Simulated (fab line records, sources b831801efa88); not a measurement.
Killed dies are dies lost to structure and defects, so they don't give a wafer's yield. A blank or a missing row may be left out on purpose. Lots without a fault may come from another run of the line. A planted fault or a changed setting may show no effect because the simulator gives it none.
Problem report in the 8D (eight disciplines) form, filled by code | flow gf180mcu | the parts of the form that need people (team, actions taken, sign-off) are left out

1. THE PROBLEM
tube_center_temp_C at GF_POLY_GATE_OXIDATION_16 reads a mean of 852 C on 9 wafers of 3 lots; wafers without a fault read 850 C with a standard deviation of 0.076. That is +24 standard deviations from the usual mean.
The step: stabilise 600 s, purge 300 s, target thk 4 nm.
First seen on wafer L568.2, day 11 01:41, on furnace-01. The record holds 42 wafers of 14 lots with a number at this step. Rule for "out", or "out of limits": more than 4 standard deviations from the usual mean. The other wafers with a number count as sound.

2. WHAT IT IS AND WHAT IT IS NOT
question                    | is                     | is not
which readings at this step | tube_center_temp_C     | -
which lots                  | L568, L569, L570       | L562, L563, L564, L566, L578, L579, L581, L582, L583, L584, L585
which wafers of those lots  | all that have a number | -
read on which tools         | furnace-01             | furnace-02
when                        | from day 11 01:41      | up to then (12 sound wafers); but 21 sound wafers of L578, L579, L581, L582, L583, L584, L585 came after

3. SUSPECTS, AND WHAT RULES EACH OUT
Counting: a tool at a process step up to the reading stays a suspect if it ran every lot that is out and no sound lot after the first of them.
- furnace-01 at GF_POLY_GATE_OXIDATION_16 (stabilise 600 s, purge 300 s, target thk 4 nm): ruled out as a lasting fault. Sound lots L581, L583 ran on it after its first lot that is out, L568 (day 11 01:41).
Left after counting: nothing in the record.

4. THE CAUSE (what the simulator had put in)
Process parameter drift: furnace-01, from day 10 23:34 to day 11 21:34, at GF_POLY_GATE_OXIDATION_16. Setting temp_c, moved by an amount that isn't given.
Counting ruled it out, wrongly.

5. THE CHAIN OF EFFECTS, in route order
Each row: a reading whose mean over the struck wafers that have a number lies more than 3 standard deviations from the usual. Only readings for which the record gives a usual standard deviation are gone through. hours: the time from each lot's start at the first step in this table that gives one to its start at this step, as a median over the lots. sigmas: the change in usual standard deviations.
hours | step                      | reading                | usual | on struck wafers | change | sigmas
0     | GF_POLY_GATE_OXIDATION_16 | tube_center_temp_C     | 850 C | 852              | +2     | +24
0     | GF_POLY_GATE_OXIDATION_16 | tube_center_temp_C_max | 852.2 | 853.8            | +1.6   | +4.2
The process steps in it:
- GF_POLY_GATE_OXIDATION_16: stabilise 600 s, purge 300 s, target thk 4 nm.
Later measuring or inspecting steps at which every struck wafer that the step has a row for has a number for every such reading, and none has moved that far: GF_HV_LDD_CD_MEAS_07, GF_HV_LDD_OVL_MEAS_08.

6. WHAT WOULD HAVE CAUGHT IT SOONER
In this record the first reading out of limits was taken at day 11 01:41, 2 hours after the fault began at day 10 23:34.
